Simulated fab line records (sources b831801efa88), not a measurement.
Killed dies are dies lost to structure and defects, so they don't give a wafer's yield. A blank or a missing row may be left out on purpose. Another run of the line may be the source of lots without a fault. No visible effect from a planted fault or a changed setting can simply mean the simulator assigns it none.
Which of the tools did it? + flow gf180mcu + Sampling: 11 lots, 33 wafers, 5 of 602 route steps

WHAT EACH GAUGE READ, for each wafer
GF_V4_THK_MEAS_01.
| lot  | measured     | on            | V4_CVD_00_THK (nm) |
|------|--------------|---------------|--------------------|
| L740 | day 23 17:15 | film_metro-04 | 601 598 604        |
| L741 | day 23 21:37 | film_metro-02 | 594 595 594        |
| L742 | day 24 09:26 | film_metro-02 | 599 598 597        |
| L743 | day 24 13:33 | film_metro-02 | 592 601 596        |
| L750 | day 27 09:35 | film_metro-04 | 602 605 595        |
| L753 | day 28 20:04 | film_metro-04 | 603 597 593        |
| L755 | day 28 21:07 | film_metro-02 | 591 607 597        |
| L757 | day 29 09:49 | film_metro-02 | 595 591 596        |
| L759 | day 29 18:53 | film_metro-04 | 600 596 607        |
| L762 | day 30 15:58 | film_metro-04 | 597 606 596        |
| L763 | day 30 22:41 | film_metro-02 | 595 606 601        |

WHAT TOOL EACH LOT RAN ON (gives the tool, then ch and the chambers of the sampled wafers, and finally the start)
| lot  | GF_V3_STRIP_18                       | GF_M4_SPUTTER_00             | GF_M4_METAL_ETCH_16               | GF_M4_STRIP_17                       |
|------|--------------------------------------|------------------------------|-----------------------------------|--------------------------------------|
| L740 | plasma_asher-03 ch 0,1, day 22 15:37 | pvd_sputter-02, day 22 16:52 | rie_metal-01 ch 0,1, day 23 16:29 | plasma_asher-02 ch 0,1, day 23 16:37 |
| L741 | plasma_asher-04 ch 0,1, day 22 19:23 | pvd_sputter-04, day 22 20:39 | rie_metal-04 ch 0,1, day 23 20:32 | plasma_asher-04 ch 0,1, day 23 20:40 |
| L742 | plasma_asher-04 ch 0,1, day 23 08:13 | pvd_sputter-04, day 23 09:28 | rie_metal-02 ch 0,1, day 24 08:41 | plasma_asher-02 ch 0,1, day 24 08:49 |
| L743 | plasma_asher-04 ch 0, day 23 12:13   | pvd_sputter-01, day 23 13:28 | rie_metal-04 ch 0,1, day 24 12:43 | plasma_asher-04 ch 1, day 24 12:50   |
| L750 | plasma_asher-03 ch 0,1, day 26 09:31 | pvd_sputter-04, day 26 10:50 | rie_metal-02 ch 0,1, day 27 08:48 | plasma_asher-02 ch 0,1, day 27 08:56 |
| L753 | plasma_asher-03 ch 0,1, day 27 20:41 | pvd_sputter-01, day 27 21:56 | rie_metal-04 ch 0,1, day 28 19:20 | plasma_asher-04 ch 0,1, day 28 19:28 |
| L755 | plasma_asher-03 ch 0,1, day 27 22:59 | pvd_sputter-02, day 28 00:49 | rie_metal-01 ch 0,1, day 28 20:23 | plasma_asher-02 ch 1, day 28 20:30   |
| L757 | plasma_asher-04 ch 0,1, day 28 11:53 | pvd_sputter-02, day 28 13:08 | rie_metal-01 ch 0,1, day 29 09:02 | plasma_asher-04 ch 0,1, day 29 09:10 |
| L759 | plasma_asher-04 ch 0,1, day 28 21:32 | pvd_sputter-01, day 28 22:44 | rie_metal-04 ch 0,1, day 29 18:06 | plasma_asher-03 ch 0,1, day 29 18:13 |
| L762 | plasma_asher-04 ch 0,1, day 29 14:41 | pvd_sputter-01, day 29 15:55 | rie_metal-02 ch 0,1, day 30 15:13 | plasma_asher-02 ch 0,1, day 30 15:21 |
| L763 | plasma_asher-03 ch 0,1, day 30 01:45 | pvd_sputter-01, day 30 03:25 | rie_metal-04 ch 0,1, day 30 21:57 | plasma_asher-04 ch 0,1, day 30 22:05 |
- GF_V3_STRIP_18: strips in O2/N2.
- GF_M4_SPUTTER_00: material Ti, target thk 37.5 nm, time 150 s.
- GF_M4_METAL_ETCH_16: etches the open film in Cl2/BCl3, stops on SiO2, target depth 750.8 nm, time 125.1 s.
- GF_M4_STRIP_17: strips in O2/N2.

THE ANSWER, worked out from the rows above alone
Rule: what is usual is taken from the lots themselves. Put in order of their means at a reading, lots are off if they are a third of the lots or fewer, leave a main group of 4 or more, and stand apart from it by a gap of 3 or more times the standard deviation of the main group's means; of several such gaps the widest counts. A main group is skipped when, at the precision printed for the reading in the tables above, its means are all equal. A lot without any number at a reading at which 4 lots or more have one is off too. Where the step has rows for the other lots, those lots are counted as sound.
Nothing can be told from this: no lot is off at any reading shown.

WHAT THE SIMULATOR HAD INSERTED
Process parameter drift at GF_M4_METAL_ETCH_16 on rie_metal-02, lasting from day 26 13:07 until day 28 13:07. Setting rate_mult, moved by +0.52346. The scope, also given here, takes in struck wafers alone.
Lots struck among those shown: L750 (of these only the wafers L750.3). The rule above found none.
